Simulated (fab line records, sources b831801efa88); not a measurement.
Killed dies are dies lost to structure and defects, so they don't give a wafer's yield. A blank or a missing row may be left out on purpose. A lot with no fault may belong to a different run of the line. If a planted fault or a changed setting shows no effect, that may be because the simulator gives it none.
fab line records ; flow gf180mcu
[record] lots = 12; wafers = 35; last_day = 32
route steps=602 shown SALICIDE@283 M3@423 M4@459 V4@478
lots that met no fault: from a run of the same line without faults
start_h: the number of hours between the record's first day and the start of the first shown wafer of the lot ; wait_h: how many hours have passed since the lot's step before this one ; " repeats the value in the row above ; L1.1+2: one row covering several wafers at once ; - no value, or no start was given ; * or withheld: withheld ; < > ~ a bound
route shown NAME@n: names a module that has steps shown in the file, with the first one's number in the route ; usual: average and standard deviation across the fault-free wafers ; same: alike in all rows ; chamber/n: place in a boat ; sites: per-site readings ; _std_site: standard deviation of those values ; _edge_site: inner sites' mean taken away from outer sites' mean ; radius_mm: how far each site lies from the wafer's centre ; mask NAME#n: copy n ; behind: the tool/chamber that last shaped the wafer ; hold: why the lot was held/for how many hours/how that ended ; device: the transistor (n, p or np) that didn't switch ; end of line: the same wafers' tests at the end of the route ; a step without rows: its recipe alone ; killed: the dies lost at the first sort to structure and to defects; this is not the yield of the wafer ; map: dies across one wafer; x = killed, . = not, _ = none there
set.NAME: the setting as run; set.NAME@STEP: as run at that earlier step ; model.NAME: the simulator's own value behind a step, which no gauge read
the route's steps for a sample of lots (tables are steps, rows are wafers)
services: when a tool's chamber went out of use (start_h, in hours from the record's first day, below 0 if earlier), for how many hours, and the reason
[[steps]]
[step GF_SALICIDE_THK_MEAS_05]
[recipe] thk_meas_gauge = xrf; reads = TiN_of_SALICIDE_SPUTTER_03
[usual] SALICIDE_TIN_THK = 19.99/0.3
lot.wafer;tool;chamber;start_h;wait_h;SALICIDE_TIN_THK[nm]
L108.1;film_metro-02;-;341.92;0.1;19.64
L108.2;film_metro-02;-;341.92;0.1;19.56
L108.6;film_metro-02;-;341.92;0.1;19.49
L109.3;film_metro-03;-;353.66;0.1;20.69
L109.4;film_metro-03;-;353.66;0.1;20.69
L109.5;film_metro-03;-;353.66;0.1;20.72
L111.1;film_metro-03;-;370.53;0.1;20.43
L111.3;film_metro-03;-;370.53;0.1;20.28
L111.6;film_metro-03;-;370.53;0.1;20.04
L112.1;film_metro-01;-;378.43;0.1;19.98
L112.4;film_metro-01;-;378.43;0.1;20.06
L112.6;film_metro-01;-;378.43;0.1;20.25
L113.1;film_metro-03;-;383.22;0.1;20.26
L113.3;film_metro-03;-;383.22;0.1;19.90
L113.6;film_metro-03;-;383.22;0.1;20.00
L114.2;film_metro-01;-;397.18;0.1;20.29
L114.3;film_metro-01;-;397.18;0.1;20.08
L114.6;film_metro-01;-;397.18;0.1;19.97
L115.1;film_metro-01;-;403.03;0.1;19.73
L115.4;film_metro-01;-;403.03;0.1;19.74
L115.6;film_metro-01;-;403.03;0.1;19.72
L116.2;film_metro-03;-;406.51;0.1;19.87
L116.3;film_metro-03;-;406.51;0.1;19.87
L116.5;film_metro-03;-;406.51;0.1;19.77
L118.1;film_metro-03;-;430.27;0.1;19.84
L118.2;film_metro-03;-;430.27;0.1;19.77
L118.3;film_metro-03;-;430.27;0.1;20.11
L119.1;film_metro-03;-;436.68;0.1;19.88
L119.2;film_metro-03;-;436.68;0.1;19.64
L119.4;film_metro-03;-;436.68;0.1;20.15
L120.1;film_metro-02;-;444.12;0.1;19.83
L120.2;film_metro-02;-;444.12;0.1;19.96
L120.4;film_metro-02;-;444.12;0.1;20.02
L123.1;film_metro-03;-;469.91;0.1;20.51
L123.4;film_metro-03;-;469.91;0.1;20.23
[step GF_M3_CD_MEAS_14]
[recipe] target_cd_nm = 280
[usual] cd_nm = 280.0/1.1
lot.wafer;tool;chamber;start_h;wait_h;cd_nm
L108.1;cd_sem-02;-;488.47;0.1;279.7
L108.2;cd_sem-02;-;488.47;0.1;279.3
L108.6;cd_sem-02;-;488.47;0.1;279.4
L109.3;cd_sem-01;-;504.06;0.1;281.9
L109.4;cd_sem-01;-;504.06;0.1;282.8
L109.5;cd_sem-01;-;504.06;0.1;281.1
L111.1;cd_sem-02;-;521.05;0.1;282.1
L111.3;cd_sem-02;-;521.05;0.1;281.2
L111.6;cd_sem-02;-;521.05;0.1;281.0
L112.1;cd_sem-02;-;529.36;0.1;278.0
L112.4;cd_sem-02;-;529.36;0.1;278.4
L112.6;cd_sem-02;-;529.36;0.1;277.3
L113.1;cd_sem-01;-;535.27;0.1;280.4
L113.3;cd_sem-01;-;535.27;0.1;279.7
L113.6;cd_sem-01;-;535.27;0.1;279.3
L114.2;cd_sem-01;-;548.33;0.1;279.7
L114.3;cd_sem-01;-;548.33;0.1;279.3
L114.6;cd_sem-01;-;548.33;0.1;277.9
L115.1;cd_sem-01;-;553.21;0.1;279.6
L115.4;cd_sem-01;-;553.21;0.1;281.3
L115.6;cd_sem-01;-;553.21;0.1;281.3
L116.2;cd_sem-01;-;558.17;0.1;280.3
L116.3;cd_sem-01;-;558.17;0.1;280.3
L116.5;cd_sem-01;-;558.17;0.1;280.9
L118.1;cd_sem-01;-;579.25;0.1;278.7
L118.2;cd_sem-01;-;579.25;0.1;278.8
L118.3;cd_sem-01;-;579.25;0.1;280.0
L119.1;cd_sem-01;-;584.25;0.1;279.5
L119.2;cd_sem-01;-;584.25;0.1;278.5
L119.4;cd_sem-01;-;584.25;0.1;278.1
L120.1;cd_sem-01;-;589.90;0.1;281.9
L120.2;cd_sem-01;-;589.90;0.1;281.4
L120.4;cd_sem-01;-;589.90;0.1;282.5
L123.1;cd_sem-01;-;613.05;0.1;282.3
L123.4;cd_sem-01;-;613.05;0.1;281.1
[step GF_M4_SPUTTER_03]
[recipe] material = Ti; target_thk_nm = 10; substrate_temp_c = 300; chamber_pressure_pa = 0.3; power_w = 3000; time_s = 6.7
[usual] throttle_valve_pct = 29.5/1.1
lot.wafer;tool;chamber;start_h;wait_h;throttle_valve_pct
L108.1;pvd_sputter-02;-;515.73;0.0;29.7
L108.2;pvd_sputter-02;-;515.73;0.0;30.1
L108.6;pvd_sputter-02;-;515.73;0.0;29.4
L109.3;pvd_sputter-04;-;530.29;0.0;28.3
L109.4;pvd_sputter-04;-;530.29;0.0;31.1
L109.5;pvd_sputter-04;-;530.29;0.0;28.4
L111.1;pvd_sputter-03;-;547.14;0.0;29.4
L111.3;pvd_sputter-03;-;547.14;0.0;30.8
L111.6;pvd_sputter-03;-;547.14;0.0;29.0
L112.1;pvd_sputter-02;-;554.52;0.0;29.6
L112.4;pvd_sputter-02;-;554.52;0.0;28.7
L112.6;pvd_sputter-02;-;554.52;0.0;30.0
L113.1;pvd_sputter-03;-;560.97;0.0;27.6
L113.3;pvd_sputter-03;-;560.97;0.0;30.5
L113.6;pvd_sputter-03;-;560.97;0.0;30.7
L114.2;pvd_sputter-04;-;573.72;0.0;31.3
L114.3;pvd_sputter-04;-;573.72;0.0;30.4
L114.6;pvd_sputter-04;-;573.72;0.0;28.7
L115.1;pvd_sputter-04;-;579.03;0.0;28.5
L115.4;pvd_sputter-04;-;579.03;0.0;30.4
L115.6;pvd_sputter-04;-;579.03;0.0;31.2
L116.2;pvd_sputter-03;-;583.02;0.0;30.6
L116.3;pvd_sputter-03;-;583.02;0.0;30.8
L116.5;pvd_sputter-03;-;583.02;0.0;29.2
L118.1;pvd_sputter-04;-;603.88;0.0;29.6
L118.2;pvd_sputter-04;-;603.88;0.0;31.0
L118.3;pvd_sputter-04;-;603.88;0.0;30.5
L119.1;pvd_sputter-03;-;608.17;0.0;28.9
L119.2;pvd_sputter-03;-;608.17;0.0;27.5
L119.4;pvd_sputter-03;-;608.17;0.0;30.7
L120.1;pvd_sputter-02;-;613.54;0.0;29.5
L120.2;pvd_sputter-02;-;613.54;0.0;29.5
L120.4;pvd_sputter-02;-;613.54;0.0;28.6
L123.1;pvd_sputter-02;-;636.69;0.0;29.7
L123.4;pvd_sputter-02;-;636.69;0.0;29.4
[step GF_V4_CVD_02]
[recipe] material = SiO2; target_thk_nm = 850; precursor = TEOS; temp_c = 400; time_s = 94.851; rf_w = 600
[usual] heater_power_w = 601/98; rf_fwd_power_W = 596.8/2.1
lot.wafer;tool;chamber;start_h;wait_h;heater_power_w;rf_fwd_power_W;since_wet_clean_h
L108.1;pecvd-04;2;539.45;0.1;560;598.5;573
L108.2;pecvd-04;0;539.45;0.1;716;596.9;573
L108.6;pecvd-04;0;539.45;0.1;588;599.0;-
L109.3;pecvd-02;2;553.45;0.0;798;595.2;379
L109.4;pecvd-02;1;553.45;0.0;618;596.7;-
L109.5;pecvd-02;2;553.45;0.0;837;594.6;-
L111.1;pecvd-03;0;570.70;0.1;401;595.1;188
L111.3;pecvd-03;2;570.70;0.1;584;595.9;188
L111.6;pecvd-03;0;570.70;0.1;450;593.0;-
L112.1;pecvd-02;1;578.00;0.1;566;596.5;403
L112.4;pecvd-02;1;578.00;0.1;607;596.3;-
L112.6;pecvd-02;2;578.00;0.1;840;598.6;-
L113.1;pecvd-04;1;583.66;0.1;600;599.5;617
L113.3;pecvd-04;0;583.66;0.1;706;593.2;617
L113.6;pecvd-04;2;583.66;0.1;477;597.5;-
L114.2;pecvd-03;1;596.20;0.0;592;597.1;213
L114.3;pecvd-03;1;596.20;0.0;606;598.6;-
L114.6;pecvd-03;1;596.20;0.0;489;599.2;-
L115.1;pecvd-02;0;601.27;0.1;798;597.5;427
L115.4;pecvd-02;2;601.27;0.1;792;598.3;-
L115.6;pecvd-02;1;601.27;0.1;491;597.0;-
L116.2;pecvd-04;2;604.94;0.0;621;601.1;639
L116.3;pecvd-04;0;604.94;0.0;670;596.7;639
L116.5;pecvd-04;2;604.94;0.0;493;597.6;-
L118.1;pecvd-04;1;625.72;0.1;531;596.2;659
L118.2;pecvd-04;0;625.72;0.1;658;598.5;659
L118.3;pecvd-04;2;625.72;0.1;582;599.4;659
L119.1;pecvd-04;2;629.53;0.1;587;596.0;663
L119.2;pecvd-04;1;629.53;0.1;612;599.6;663
L119.4;pecvd-04;1;629.53;0.1;480;599.2;-
L120.1;pecvd-03;0;634.68;0.1;420;599.7;252
L120.2;pecvd-03;2;634.68;0.1;608;597.2;252
L120.4;pecvd-03;2;634.68;0.1;642;594.4;-
L123.1;pecvd-03;1;657.43;0.1;613;596.3;275
L123.4;pecvd-03;2;657.43;0.1;656;591.4;-
[step GF_V4_THK_MEAS_03]
[recipe] reads = SiO2_of_V4_CVD_02
[usual] V4_CVD_02_THK = 848/12
lot.wafer;tool;chamber;start_h;wait_h;V4_CVD_02_THK[nm]
L108.1;film_metro-01;-;539.52;0.0;835
L108.2;film_metro-01;-;539.52;0.0;844
L108.6;film_metro-01;-;539.52;0.0;863
L109.3;film_metro-02;-;553.54;0.1;836
L109.4;film_metro-02;-;553.54;0.1;841
L109.5;film_metro-02;-;553.54;0.1;850
L111.1;film_metro-02;-;570.77;0.0;823
L111.3;film_metro-02;-;570.77;0.0;829
L111.6;film_metro-02;-;570.77;0.0;845
L112.1;film_metro-01;-;578.07;0.0;835
L112.4;film_metro-01;-;578.07;0.0;859
L112.6;film_metro-01;-;578.07;0.0;873
L113.1;film_metro-02;-;583.73;0.0;829
L113.3;film_metro-02;-;583.73;0.0;853
L113.6;film_metro-02;-;583.73;0.0;854
L114.2;film_metro-01;-;596.32;0.1;854
L114.3;film_metro-01;-;596.32;0.1;861
L114.6;film_metro-01;-;596.32;0.1;860
L115.1;film_metro-01;-;601.34;0.0;826
L115.4;film_metro-01;-;601.34;0.0;859
L115.6;film_metro-01;-;601.34;0.0;841
L116.2;film_metro-04;-;605.02;0.0;841
L116.3;film_metro-04;-;605.02;0.0;861
L116.5;film_metro-04;-;605.02;0.0;846
L118.1;film_metro-04;-;625.79;0.0;826
L118.2;film_metro-04;-;625.79;0.0;843
L118.3;film_metro-04;-;625.79;0.0;827
L119.1;film_metro-01;-;629.60;0.0;855
L119.2;film_metro-01;-;629.60;0.0;835
L119.4;film_metro-01;-;629.60;0.0;849
L120.1;film_metro-01;-;634.75;0.0;821
L120.2;film_metro-01;-;634.75;0.0;846
L120.4;film_metro-01;-;634.75;0.0;842
L123.1;film_metro-02;-;657.50;0.0;1459
L123.4;film_metro-02;-;657.50;0.0;844
[step GF_V4_CMP_04]
[recipe] material = SiO2; down_force_psi = 4; platen_rpm = 60; pad_velocity_m_s = 0.94248
[usual] motor_current_A = 12.5/1.2; time_to_endpoint_s = 80/5.4
lot.wafer;tool;chamber;start_h;wait_h;motor_current_A;time_to_endpoint_s
L108.2;cmp-01;2;539.63;0.1;13.7;76
L108.1;cmp-01;0;539.63;0.1;11.8;74
L108.6;cmp-01;2;539.63;0.1;13.8;82
L109.4;cmp-02;0;553.58;0.0;14.9;80
L109.3;cmp-02;2;553.58;0.0;11.2;76
L109.5;cmp-02;1;553.58;0.0;11.3;82
L111.1;cmp-01;3;570.83;0.1;12.0;74
L111.3;cmp-01;0;570.83;0.1;11.0;71
L111.6;cmp-01;0;570.83;0.1;11.6;78
L112.4;cmp-01;0;578.13;0.0;11.0;89
L112.1;cmp-01;1;578.13;0.0;12.8;79
L112.6;cmp-01;1;578.13;0.0;12.2;91
L113.1;cmp-02;3;583.79;0.1;12.4;75
L113.3;cmp-02;0;583.79;0.1;14.3;79
L113.6;cmp-02;0;583.79;0.1;14.4;81
L114.3;cmp-02;2;596.47;0.1;11.8;78
L114.2;cmp-02;3;596.47;0.1;12.9;82
L114.6;cmp-02;0;596.47;0.1;14.8;81
L115.1;cmp-01;1;601.40;0.1;13.1;70
L115.4;cmp-01;3;601.40;0.1;13.0;87
L115.6;cmp-01;2;601.40;0.1;13.9;75
L116.2;cmp-01;2;605.17;0.1;13.7;74
L116.3;cmp-01;3;605.17;0.1;12.3;88
L116.5;cmp-01;0;605.17;0.1;11.0;80
L118.3;cmp-01;0;625.90;0.1;11.3;71
L118.1;cmp-01;1;625.90;0.1;12.5;70
L118.2;cmp-01;2;625.90;0.1;13.6;76
L119.1;cmp-01;0;629.71;0.1;11.6;85
L119.2;cmp-01;1;629.71;0.1;12.7;74
L119.4;cmp-01;2;629.71;0.1;14.1;81
L120.2;cmp-02;0;634.81;0.0;14.3;80
L120.4;cmp-02;2;634.81;0.0;10.9;74
L120.1;cmp-02;3;634.81;0.0;12.7;69
L123.4;cmp-02;2;657.56;0.0;11.9;76
L123.1;cmp-02;3;657.56;0.0;12.4;310
[[services]]
tool;chamber;start_h;hours;kind
pecvd-02;2;495.82;3.6;repair
pvd_sputter-04;-;507.69;3.8;repair
pecvd-03;-;511.90;2.2;repair
pvd_sputter-03;-;534.35;1.0;repair
pecvd-04;-;542.98;0.3;repair
pvd_sputter-03;2;557.15;-;consumable_replace:kit
pvd_sputter-03;2;557.15;18.0;scheduled_down
pvd_sputter-03;2;557.15;18.0;vent_cycle
cmp-02;-;572.00;4.0;pm
cmp-02;-;576.00;-;consumable_replace:conditioner
cmp-02;-;576.00;-;consumable_replace:pad
pecvd-03;0;589.06;15.9;repair
cmp-01;-;599.70;1.2;repair
cmp-02;-;609.38;5.9;repair
pecvd-04;1;617.12;7.2;repair
pvd_sputter-03;-;617.91;3.2;repair
pvd_sputter-02;-;627.58;1.6;repair
cmp-01;-;630.09;9.0;pm
pecvd-04;-;636.23;0.9;repair
pecvd-04;2;637.57;45.8;repair
cmp-01;-;639.88;19.3;repair
pvd_sputter-04;3;647.33;-;consumable_replace:kit
pvd_sputter-04;3;647.33;18.0;scheduled_down
pvd_sputter-04;3;647.33;18.0;vent_cycle
[[key]]
[first_sign] step = GF_V4_THK_MEAS_03; reading = V4_CVD_02_THK; direction = up; sigmas = 52; usual = 848; struck = 1459
[effect] step = GF_V4_CMP_04; reading = time_to_endpoint_s; direction = up; sigmas = 42; usual = *; struck = *
met_at GF_V4_CVD_02
struck_lots L123
struck_wafers L123.1
not_acting_at GF_SALICIDE_THK_MEAS_05,GF_M3_CD_MEAS_14,GF_M4_SPUTTER_03
onset_between 634.68 657.43
[fault] kind = process_parameter_drift; tool = pecvd-03; chamber = -; onset_h = 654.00; steps = GF_V4_CVD_02; channel = target_thk_nm; offset = 619.83; shape = step; end_h = 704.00; scope = struck_wafers_only; acts_in = these_recipes_only; stated = 850
